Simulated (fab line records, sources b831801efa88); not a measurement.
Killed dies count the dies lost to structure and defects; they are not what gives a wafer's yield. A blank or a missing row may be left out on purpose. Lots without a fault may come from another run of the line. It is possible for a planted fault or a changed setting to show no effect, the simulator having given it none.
The same fault as seen by 2 desks ; flow sky130 ; every desk sees just its own numbers, and what lay behind them comes last

## THE METROLOGY DESK
Means of the sampled wafers that have a number, per lot and without regard to the tool the lot ran on: this is what the gauges read. If a lot's mean is further than 4 standard deviations from the usual mean, the lot is out of limits and carries the mark OUT (the distance appears in the brackets).
Columns: A = LDD_LDN_OVL at SKY_LDD_LDN_OVL_MEAS_07, usual 0.0 nm
lot;first seen here;A
L521;day 22 19:04;2.6
L522;day 22 23:51;1.4
L523;day 24 00:28;0.7
L527;day 25 15:37;0.0
L526;day 25 16:00;1.7
L528;day 25 16:35;0.4
L529;day 25 21:59;0.7
L531;day 26 21:23;-1.7
L532;day 26 21:57;-0.6
L533;day 27 02:55;-1.7
L540;day 29 11:32;0.7
L541;day 29 17:54;-0.8
L542;day 29 22:11;0.9
L543;day 30 04:50;0.6
L544;day 30 12:35;-0.2
Finding of this desk: none of the 15 lots has anything out of limits.

## THE TOOL OWNER'S DESK: litho-track-01
The tool's own readings at SKY_SD_N_PEB_05: means of the sampled wafers that have a number, for each lot that ran on this tool. If a lot's mean is further than 4 standard deviations from the usual mean, the lot is out of limits and carries the mark OUT (the distance appears in the brackets).
Columns: A = exhaust-pa at SKY_SD_N_PEB_05, usual 45.1 Pa
lot;first seen here;A
L521;day 27 20:02;45.3
L523;day 28 22:50;45.9
Finding of this desk: none of the 2 lots has anything out of limits.

## PUT TOGETHER
The metrology desk saw nothing out of limits.
The desk of the tool owner found nothing out of limits.

## WHAT THE SIMULATOR HAD PUT IN
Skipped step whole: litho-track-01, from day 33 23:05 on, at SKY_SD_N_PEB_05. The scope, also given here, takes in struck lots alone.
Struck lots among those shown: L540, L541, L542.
